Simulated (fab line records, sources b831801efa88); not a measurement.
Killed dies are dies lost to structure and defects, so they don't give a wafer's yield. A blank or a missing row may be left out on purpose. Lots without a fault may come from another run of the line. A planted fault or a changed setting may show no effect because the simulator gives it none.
Chamber matching | flow gf180mcu | GF_V1_CVD_02 on pecvd-04: 3 sister chambers
The step deposits SiO2 from TEOS, target thk 850 nm, time 94.851 s. 3 wafers are shown with their chamber, then 7 later ones without.

WAFERS WITH THEIR CHAMBER
wafer  | chamber | heater_power_w (W)
L283.6 | 0       | 604
L285.1 | 2       | 819
L285.2 | 1       | 550

WAFERS WITHOUT THEIR CHAMBER
wafer  | heater_power_w (W)
L285.6 | 866
L293.2 | 913
L293.4 | 551
L293.6 | 627
L294.1 | 615
L294.4 | 496
L294.5 | 474

WHICH CHAMBER EACH WENT THROUGH
wafer  | from the rows above     | in truth
L285.6 | 2                       | 2
L293.2 | 2                       | 2
L293.4 | can't be placed: 1 or 0 | 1
L293.6 | can't be placed: 0 or 1 | 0
L294.1 | can't be placed: 0 or 1 | 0
L294.4 | can't be placed: 1 or 0 | 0
L294.5 | can't be placed: 1 or 0 | 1
Placed correctly: 2 of 7. Can't be placed from these rows: 5 (the true chamber is among the candidates in 5). Placed wrongly: 0.
How it was worked out, from the rows above alone: a wafer's distance from a chamber is the root of the sum, over the readings, of the square of ((its reading less the chamber's mean) divided by the reading's scatter). The wafer belongs to the nearest chamber; if the next one is less than 2 further off, it can't be placed. A chamber's mean is the mean of its shown wafers. The scatter: with one shown wafer a chamber, the root of the mean of the squares of how far each hidden wafer lies from its nearest shown one.
